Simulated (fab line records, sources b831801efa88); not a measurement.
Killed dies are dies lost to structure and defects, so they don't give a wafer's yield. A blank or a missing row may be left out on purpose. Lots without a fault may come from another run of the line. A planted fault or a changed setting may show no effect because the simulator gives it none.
Which tool did it? | flow gf180mcu | 11 lots, 33 wafers sampled, at 2 steps of a route of 602

WHAT THE GAUGES READ, wafer by wafer
GF_CONTACT_THK_MEAS_03.
lot  | measured     | on            | CONTACT_CVD_02_THK (nm)
L202 | day 15 04:20 | film_metro-02 | 850 869 864
L203 | day 15 10:30 | film_metro-04 | 847 862 859
L206 | day 16 09:58 | film_metro-04 | 852 853 861
L209 | day 17 13:38 | film_metro-02 | 839 857 873
L210 | day 18 01:10 | film_metro-01 | 859 852 866
L211 | day 18 10:55 | film_metro-04 | 846 854 864
L221 | day 21 23:34 | film_metro-01 | 857 838 849
L222 | day 22 09:21 | film_metro-01 | 845 857 859
L223 | day 22 17:40 | film_metro-02 | 849 848 859
L224 | day 23 04:49 | film_metro-04 | 852 839 846
L225 | day 23 08:11 | film_metro-01 | 827 852 848

GF_M2_RS_MEAS_05: measures by four-point-probe.
lot  | measured     | on            | M2_ALCU_RS (ohm/sq)
L202 | day 18 03:19 | film_metro-03 | 0.0695 0.0695 0.0698
L203 | day 18 12:07 | film_metro-03 | 0.0692 0.0698 0.0702
L206 | day 19 14:50 | film_metro-04 | 0.0698 0.0705 0.0701
L209 | day 20 18:36 | film_metro-03 | 0.0713 0.0714 0.0715
L210 | day 21 06:47 | film_metro-03 | 0.0711 0.0713 0.0710
L211 | day 21 16:07 | film_metro-03 | 0.0699 0.0698 0.0702
L221 | day 25 00:28 | film_metro-03 | 0.0699 0.0696 0.0698
L222 | day 25 10:27 | film_metro-03 | 0.0708 0.0699 0.0703
L223 | day 25 16:25 | film_metro-03 | 0.0716 0.0708 0.0709
L224 | day 26 03:07 | film_metro-04 | 0.0691 0.0684 0.0696
L225 | day 26 06:32 | film_metro-04 | 0.0699 0.0705 0.0707

WHICH TOOL RAN EACH LOT (tool, then ch and the chambers of the sampled wafers, then the start)
The record holds no process step before these readings.

WHAT THE TOOLS THEMSELVES READ (means of the sampled wafers that have a number; where no wafer has one, the mark that the record gives instead)
The record holds no such reading with a usual standard deviation.

THE ANSWER, worked out from the rows above alone
Rule: what is usual is taken from the lots themselves. Put in order of their means at a reading, lots are off if they are a third of the lots or fewer, leave a main group of 4 or more, and stand apart from it by a gap of 3 or more times the standard deviation of the main group's means; of several such gaps the widest counts. A main group whose means are all the same, to the digits that the tables above print for the reading, isn't used. A lot without any number at a reading at which 4 lots or more have one is off too. The other lots that the step has rows for count as sound. The gauges are gone through in route order, then the tools' own readings, and for those a lot's mean is taken as printed above. The first step at which some lot is off is used, and at that step the reading that is off furthest; a lot without a number counts as furthest.
No lot is off at any reading shown: from this, nothing can be told.

WHAT THE SIMULATOR HAD PUT IN
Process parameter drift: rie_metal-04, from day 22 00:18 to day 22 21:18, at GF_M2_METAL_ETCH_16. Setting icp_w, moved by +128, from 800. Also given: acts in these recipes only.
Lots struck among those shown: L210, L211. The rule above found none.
